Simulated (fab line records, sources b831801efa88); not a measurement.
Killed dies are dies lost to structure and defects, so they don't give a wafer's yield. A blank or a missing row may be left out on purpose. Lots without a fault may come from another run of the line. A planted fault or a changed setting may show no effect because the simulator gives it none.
Chamber matching | flow gf180mcu | GF_POLY_GATE_ETCH_13 on rie_si-01: 4 sister chambers
The step etches poly-Si in HBr/Cl2, stops on SiO2, target depth 198.5 nm, time 69.6 s. 7 wafers are shown with their chamber, then 7 later ones without.

WAFERS WITH THEIR CHAMBER
wafer  | chamber | drypump_motor_current_A (A) | oes_product_au (a.u.)
L599.3 | 1       | 5.65                        | 0.982
L605.5 | 2       | 5.82                        | 0.986
L609.1 | 3       | 5.88                        | 0.991
L609.3 | 2       | 5.76                        | 0.980
L609.6 | 3       | 5.90                        | 0.998
L611.1 | 1       | 5.67                        | 0.993
L611.5 | 0       | 6.32                        | 0.994

WAFERS WITHOUT THEIR CHAMBER
wafer  | drypump_motor_current_A (A) | oes_product_au (a.u.)
L611.6 | 5.68                        | 0.983
L618.2 | 5.90                        | 0.997
L618.5 | 5.90                        | 0.983
L618.6 | 6.30                        | 0.983
L621.1 | 5.78                        | 0.984
L621.4 | 5.89                        | 0.993
L621.5 | 5.67                        | 0.990

WHICH CHAMBER EACH WENT THROUGH
wafer  | from the rows above | in truth
L611.6 | 1                   | 1
L618.2 | 3                   | 3
L618.5 | 3                   | 3
L618.6 | 0                   | 0
L621.1 | 2                   | 2
L621.4 | 3                   | 3
L621.5 | 1                   | 1
Placed correctly: 7 of 7. Can't be placed from these rows: 0. Placed wrongly: 0.
How it was worked out, from the rows above alone: a wafer's distance from a chamber is the root of the sum, over the readings, of the square of ((its reading less the chamber's mean) divided by the reading's scatter). The wafer belongs to the nearest chamber; if the next one is less than 2 further off, it can't be placed. A chamber's mean is the mean of its shown wafers. The scatter: the root of (the sum of the squares of (reading less its chamber's mean) over the shown wafers, divided by (wafers less chambers)).
